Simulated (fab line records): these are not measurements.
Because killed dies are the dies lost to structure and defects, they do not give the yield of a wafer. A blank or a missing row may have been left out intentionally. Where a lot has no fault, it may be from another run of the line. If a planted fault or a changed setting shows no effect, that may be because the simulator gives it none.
2 desks looking at one fault | flow gf180mcu | each desk holds nothing but its own numbers, with what lay behind them at the end

THE METROLOGY DESK
Means of the sampled wafers that have a number, per lot and without regard to the tool the lot ran on: this is what the gauges read. If a lot's mean is further than 4 standard deviations from the usual mean, the lot is out of limits and carries the mark OUT (the distance appears in the brackets).
Columns: A = cdNm at GF_POLY_GATE_CD_MEAS_10, usual 280.2 nm; B = POLY_GATE_OXIDATION_THK at GF_POLY_GATE_THK_MEAS_17, usual 3.96 nm
lot  | first seen here | A     | B
L410 | day 9 06:31     | 281.0 | 3.98
L412 | day 10 01:58    | 279.2 | 3.96
L413 | day 10 08:35    | 279.5 | 3.89
L414 | day 10 13:57    | 281.0 | 3.95
L415 | day 10 23:17    | 281.6 | 3.99
L417 | day 11 21:46    | 281.3 | 3.90
L420 | day 13 03:40    | 278.0 | 3.89
L426 | day 14 05:32    | 280.1 | 3.93
L427 | day 14 15:14    | 279.3 | 3.99
L428 | day 14 20:18    | 280.0 | 4.01
L429 | day 15 06:04    | 280.8 | 3.98
L432 | day 16 04:28    | 280.0 | 4.04
This desk's finding: nothing out of limits on any of the 12 lots.

AT THE TOOL OWNER'S DESK: lithoTrack-03
The tool's own readings at GF_HV_LDD_COAT_41 (resist thk 1000 nm): means of the sampled wafers that have a number, for each lot that ran on this tool. If a lot's mean is further than 4 standard deviations from the usual mean, the lot is out of limits and carries the mark OUT (the distance appears in the brackets).
Columns: A = spinSpeedRpm at GF_HV_LDD_COAT_41, usual 3000.0 rpm
lot  | first seen here | A
L410 | day 11 22:52    | 2999.9
L412 | day 12 23:19    | 2999.8
L415 | day 13 22:37    | 3001.2
L426 | day 17 14:11    | 3417.5 (+99 or more) OUT
L429 | day 18 15:46    | 3415.0 (+99 or more) OUT
This desk's finding: out of limits on L426, L429; first on L426, day 17 14:11 (spinSpeedRpm at GF_HV_LDD_COAT_41). Within limits: L410, L412, L415.

BROUGHT TOGETHER
The tool owner's desk could have raised an alarm at day 17 14:11, on L426, L429.
The metrology desk saw nothing out of limits.
The metrology desk has L426, L429 on record, within its limits.
All the named lots went through GF_HV_LDD_COAT_41 on lithoTrack-03.

WHAT THE SIMULATOR HAD PUT IN
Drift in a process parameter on lithoTrack-03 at GF_HV_LDD_COAT_41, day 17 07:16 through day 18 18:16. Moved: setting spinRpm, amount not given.
Shown lots that were struck: L426, L429.
Hours from the fault's start to each desk's first reading out of limits: the tool owner's desk, 7.
